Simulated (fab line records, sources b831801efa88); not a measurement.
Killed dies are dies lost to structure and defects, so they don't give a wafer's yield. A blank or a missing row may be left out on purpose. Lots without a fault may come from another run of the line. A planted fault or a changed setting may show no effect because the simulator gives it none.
fab line records | flow sfq_line
record lots=14 wafers=41 last_day=86
route steps=325 shown JJ@182 M5@206 A5B@211 R5@226
lots that met no fault: from a run of the same line without faults
start_h: hours from the record's first day to the start of the lot's first wafer shown | wait_h: hours since the lot's step before | " the same as in the row above | L1.1+2: a row that stands for several wafers | - no value, or no start given | * or withheld: withheld | < > ~ a bound
route shown NAME@n: a module of which the file shows steps, and the number in the route of the first | usual: mean/standard deviation of fault-free wafers | same: alike in all rows | chamber/n: place in a boat | sites: the reading at each site | _std_site: their standard deviation | _edge_site: outer sites' mean less inner sites' | radius_mm: how far each site lies from the wafer's centre | mask NAME#n: copy n | behind: the tool/chamber that last shaped the wafer | hold: why the lot was held/for how many hours/how that ended | device: the transistor (n, p or np) that didn't switch | end of line: the same wafers' tests at the end of the route | a step without rows: its recipe alone | killed: dies lost to structure and defects at the first sort, not the wafer's yield | map: a wafer's dies, x killed, . not, _ none there
set.NAME: the setting as run; set.NAME@STEP: as run at that earlier step | model.NAME: the simulator's own value behind a step, which no gauge read
steps of the route over a sample of lots; a table a step, a row a wafer
services: from which hour (start_h, from the record's first day; less than 0 if before it) a tool's chamber was out of use, for how many hours, and why
## steps
# step SFQ_TRILAYER_JJ_TRILAYER_DEP_SPUTTER_112
# recipe material=Nb base_pressure_pa=1.33e-06 chamber_pressure_pa=0.1333 substrate_temp_c=20 target_thk_nm=170 power_w=2000 time_s=113.3
# usual substrate_temp_c=20.01/0.095 throttle_valve_pct=29.5/1.2
# columns lot.wafer tool chamber start_h wait_h substrate_temp_c throttle_valve_pct
L493.2 pvd_sputter-06 - 1075.00 0.5 19.88 27.9
L493.4 " - " " 19.94 29.1
L493.5 " - " " 19.76 29.2
L494.3 pvd_sputter-03 - 1096.60 0.5 19.84 29.8
L494.4 " - " " 19.98 27.6
L494.6 " - " " 19.94 31.6
L497.2 pvd_sputter-03 - 1149.40 0.5 20.06 31.1
L497.3 " - " " 19.92 30.0
L497.4 " - " " 19.84 29.9
L498.4 pvd_sputter-04 - 1163.38 0.5 20.20 30.2
L498.5 " - " " 20.05 28.9
L498.6 " - " " 20.17 30.8
L499.1 pvd_sputter-04 - 1175.38 0.5 20.12 29.0
L499.2 " - " " 20.00 28.6
L499.6 " - " " 19.99 30.4
L500.1 pvd_sputter-04 - 1186.18 0.5 19.94 28.9
L500.4 " - " " 19.92 30.3
L500.6 " - " " 19.90 30.8
L501.1 pvd_sputter-06 - 1223.57 0.5 19.96 28.1
L501.3 " - " " 20.00 30.0
L501.4 " - " " 19.88 29.1
L502.1 pvd_sputter-06 - 1259.98 0.5 20.01 29.4
L502.2 " - " " 19.97 27.9
L502.3 " - " " 20.01 28.7
L505.4 pvd_sputter-03 - 1281.58 0.5 19.98 30.1
L505.6 " - " " 20.07 29.9
L506.2 pvd_sputter-03 - 1292.38 0.5 20.01 30.1
L506.3 " - " " 20.14 31.3
L506.6 " - " " 20.05 31.3
L510.1 pvd_sputter-03 - 1306.78 0.5 20.13 29.7
L510.3 " - " " 20.09 30.3
L510.4 " - " " 20.12 27.6
L511.2 pvd_sputter-03 - 1311.99 0.5 19.85 30.3
L511.3 " - " " 19.81 30.0
L511.4 " - " " 19.92 27.4
L514.1 pvd_sputter-06 - 1322.34 0.5 19.92 28.2
L514.3 " - " " 20.24 28.9
L514.4 " - " " 19.95 29.2
L516.4 pvd_sputter-06 - 1328.30 0.5 20.03 28.6
L516.5 " - " " 20.13 28.2
L516.6 " - " " 20.04 29.0
# step SFQ_TRILAYER_M5_ETCH_METAL_ETCH_126
# recipe target=Nb stop_on=SiO2 mask_material=PR over_etch_frac=0.15 time_s=203.2 chemistry=Cl2/BCl3 target_depth_nm=265 icp_w=600 bias_w=80 pressure_mtorr=10
# usual drypump_motor_current_A=5.9/0.61 oes_product_au=0.729/0.0052 rf_fwd_power_W=598.2/1.7
# columns lot.wafer tool chamber start_h wait_h drypump_motor_current_A oes_product_au rf_fwd_power_W rf_hours_counter_h
L493.2 rie_metal-02 0 1082.58 0.0 6.1 0.738 601.5 20
L493.4 " 0 " " 6.1 0.737 599.0 -
L493.5 " 1 " " 5.2 0.734 593.4 -
L494.3 rie_metal-03 1 1104.23 0.1 6.1 0.731 597.9 -
L494.4 " 0 " " 6.6 0.729 598.4 -
L494.6 " 1 " " 6.1 0.723 599.1 -
L497.2 rie_metal-04 0 1406.84 0.0 4.8 0.719 595.4 62
L497.3 " 1 " " 5.8 0.727 594.0 -
L497.4 " 0 " " 4.8 0.730 599.6 -
L498.4 rie_metal-04 1 1415.30 0.1 5.8 0.735 599.4 -
L498.5 " 0 " " 4.8 0.727 597.4 -
L498.6 " 1 " " 5.8 0.728 597.0 -
L499.1 rie_metal-02 1 1426.04 0.0 5.2 0.724 599.8 55
L499.2 " 0 " " 6.1 0.725 600.7 81
L499.6 " 1 " " 5.2 0.728 601.9 -
L500.1 rie_metal-03 1 1441.55 0.0 6.1 0.719 595.5 3
L500.4 " 1 " " 6.1 0.730 599.3 -
L500.6 " 1 " " 6.1 0.738 598.6 -
L501.1 rie_metal-03 0 1476.35 0.0 6.6 0.734 597.8 147
L501.3 " 0 " " 6.6 0.723 597.8 -
L501.4 " 1 " " 6.1 0.740 599.3 -
L502.1 rie_metal-02 0 1504.54 0.0 6.2 0.730 594.6 94
L502.2 " 1 " " 5.2 0.725 597.4 68
L502.3 " 1 " " 5.2 0.732 599.2 -
L505.4 rie_metal-03 1 1523.80 0.1 6.1 0.735 693.6 -
L505.6 " 1 " " 6.1 0.724 695.8 -
L506.2 rie_metal-03 0 1541.86 0.0 6.6 0.727 597.4 4
L506.3 " 1 " " 6.1 0.734 694.8 -
L506.6 " 0 " " 6.6 0.729 596.5 -
L510.1 rie_metal-02 0 1564.66 0.0 6.1 0.731 599.9 101
L510.3 " 0 " " 6.1 0.728 598.5 -
L510.4 " 1 " " 5.2 0.724 598.2 -
L511.2 rie_metal-02 1 1571.86 0.0 5.2 0.732 597.5 75
L511.3 " 1 " " 5.2 0.728 599.3 -
L511.4 " 0 " " 6.2 0.736 595.3 -
L514.1 rie_metal-04 1 1586.26 0.0 5.8 0.731 599.3 77
L514.3 " 1 " " 5.7 0.732 600.8 -
L514.4 " 0 " " 4.8 0.742 597.9 -
L516.4 rie_metal-04 0 1597.13 0.1 4.8 0.736 599.1 -
L516.5 " 0 " " 4.8 0.730 597.4 -
L516.6 " 1 " " 5.8 0.734 600.0 -
# step SFQ_TRILAYER_A5B_METRO_MEASURE_131
# usual thk_nm=338/4.2
# columns lot.wafer tool chamber start_h wait_h thk_nm
L493.2 film_metro-03 - 1100.23 2.2 338
L493.4 " - " " 333
L493.5 " - " " 333
L494.3 film_metro-01 - 1115.66 2.6 340
L494.4 " - " " 344
L494.6 " - " " 344
L497.2 film_metro-03 - 1411.80 2.2 335
L497.3 " - " " 343
L497.4 " - " " 345
L498.4 film_metro-04 - 1420.10 2.1 341
L498.5 " - " " 336
L498.6 " - " " 336
L499.1 film_metro-04 - 1430.11 2.5 346
L499.2 " - " " 345
L499.6 " - " " 347
L500.1 film_metro-04 - 1445.61 2.5 336
L500.4 " - " " 336
L500.6 " - " " 338
L501.1 film_metro-03 - 1481.59 2.5 341
L501.3 " - " " 337
L501.4 " - " " 335
L502.1 film_metro-01 - 1509.13 2.0 337
L502.2 " - " " 338
L502.3 " - " " 336
L505.4 film_metro-03 - 1528.40 3.1 340
L505.6 " - " " 340
L506.2 film_metro-03 - 1556.44 2.7 342
L506.3 " - " " 345
L506.6 " - " " 335
L510.1 film_metro-04 - 1580.24 1.0 332
L510.3 " - " " 333
L510.4 " - " " 336
L511.2 film_metro-03 - 1587.09 1.2 333
L511.3 " - " " 330
L511.4 " - " " 337
L514.1 film_metro-01 - 1595.24 2.5 334
L514.3 " - " " 340
L514.4 " - " " 335
L516.4 film_metro-01 - 1601.90 3.1 340
L516.5 " - " " 341
L516.6 " - " " 343
# step SFQ_TRILAYER_R5_STRIP_STRIP_140
# recipe gas=O2 power_w=200 platen_temp_c=40 overash_fraction=0.65 chemistry=O2 pressure_mtorr=50
# usual drypump_motor_current_A=5.9/0.51 oes_product_au=1.000/0.0073
# columns lot.wafer tool chamber start_h wait_h drypump_motor_current_A oes_product_au rf_hours_counter_h
L493.2 rie_metal-01 0 1256.85 0.0 5.3 1.010 71
L493.4 " 1 " " 6.2 1.003 -
L493.5 " 1 " " 6.2 1.002 -
L494.3 rie_metal-01 0 1269.05 0.2 5.3 0.995 -
L494.4 " 1 " " 6.2 1.007 -
L494.6 " 1 " " 6.2 1.002 -
L497.2 rie_metal-02 1 1417.67 0.0 5.2 1.000 53
L497.3 " 1 " " 5.2 1.002 -
L497.4 " 0 " " 6.1 0.992 -
L498.4 rie_metal-02 0 1427.89 0.2 6.1 1.005 -
L498.5 " 0 " " 6.1 1.007 -
L498.6 " 1 " " 5.2 1.007 -
L499.1 rie_metal-01 1 1433.99 0.0 6.2 1.005 53
L499.2 " 0 " " 5.3 0.999 97
L499.6 " 1 " " 6.2 1.002 -
L500.1 rie_metal-03 1 1453.65 0.0 6.1 1.004 6
L500.4 " 0 " " 6.7 1.010 -
L500.6 " 1 " " 6.1 0.995 -
L501.1 rie_metal-03 1 1490.85 0.1 6.1 0.998 10
L501.3 " 1 " " 6.1 0.993 -
L501.4 " 1 " " 6.1 0.996 -
L502.1 rie_metal-02 0 1513.04 0.0 6.2 0.994 96
L502.2 " 1 " " 5.2 0.988 69
L502.3 " 1 " " 5.2 0.993 -
L505.4 rie_metal-01 1 1651.45 0.2 6.2 0.999 -
L505.6 " 0 " " 5.3 1.001 -
L506.2 rie_metal-01 0 1669.25 0.0 5.3 1.009 120
L506.3 " 0 " " 5.3 1.002 -
L506.6 " 0 " " 5.3 1.002 -
L510.1 rie_metal-02 1 1695.45 0.0 5.2 0.982 90
L510.3 " 0 " " 6.1 1.000 -
L510.4 " 1 " " 5.2 0.992 -
L511.2 rie_metal-02 0 1706.16 0.0 6.2 0.996 119
L511.3 " 1 " " 5.2 0.995 -
L511.4 " 0 " " 6.1 1.006 -
L514.1 rie_metal-03 1 1714.56 0.0 6.1 0.997 36
L514.3 " 1 " " 6.1 0.998 -
L514.4 " 0 " " 6.6 0.991 -
L516.4 rie_metal-03 1 1721.96 0.2 6.1 1.000 -
L516.5 " 1 " " 6.1 1.006 -
L516.6 " 0 " " 6.6 0.997 -
## services
# columns tool chamber start_h hours kind
film_metro-03 - 1076.42 1.2 pm
rie_metal-03 - 1085.31 15.8 repair
rie_metal-02 - 1091.76 2.8 pm
pvd_sputter-03 - 1092.09 2.5 repair
rie_metal-03 - 1138.70 2.8 pm
film_metro-03 - 1200.27 0.3 pm
rie_metal-02 1 1203.92 48.4 repair
rie_metal-03 - 1205.98 1.4 pm
film_metro-03 - 1257.91 1.1 pm
rie_metal-02 - 1263.77 0.3 repair
film_metro-03 - 1318.81 3.1 pm
pvd_sputter-03 - 1357.49 2.2 repair
rie_metal-03 1 1396.74 3.9 repair
film_metro-03 - 1445.27 0.5 pm
rie_metal-02 1 1468.06 4.8 repair
rie_metal-02 - 1470.36 1.4 pm
pvd_sputter-03 - 1496.98 0.6 repair
film_metro-03 - 1503.85 0.3 pm
rie_metal-03 0 1532.72 6.4 repair
film_metro-03 - 1566.42 0.8 pm
pvd_sputter-03 - 1567.12 2.3 repair
pvd_sputter-03 - 1663.76 6.7 repair
pvd_sputter-03 - 1688.00 2.2 repair
rie_metal-02 0 1690.97 1.3 repair
## key
first_sign step=SFQ_TRILAYER_M5_ETCH_METAL_ETCH_126 reading=rf_fwd_power_W direction=up sigmas=57 usual=598.2 struck=694.7
effect none on later readings
met_at SFQ_TRILAYER_M5_ETCH_METAL_ETCH_126
struck_lots L505,L506
struck_wafers L505.4,L505.6,L506.3
not_acting_at SFQ_TRILAYER_JJ_TRILAYER_DEP_SPUTTER_112,SFQ_TRILAYER_A5B_METRO_MEASURE_131,SFQ_TRILAYER_R5_STRIP_STRIP_140
onset_between 1476.35 1523.80
fault kind=process_parameter_drift tool=rie_metal-03 chamber=1 onset_h=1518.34 steps=SFQ_TRILAYER_M5_ETCH_METAL_ETCH_126 channel=icp_w offset=96 shape=step end_h=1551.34 acts_in=these_recipes_only stated=600
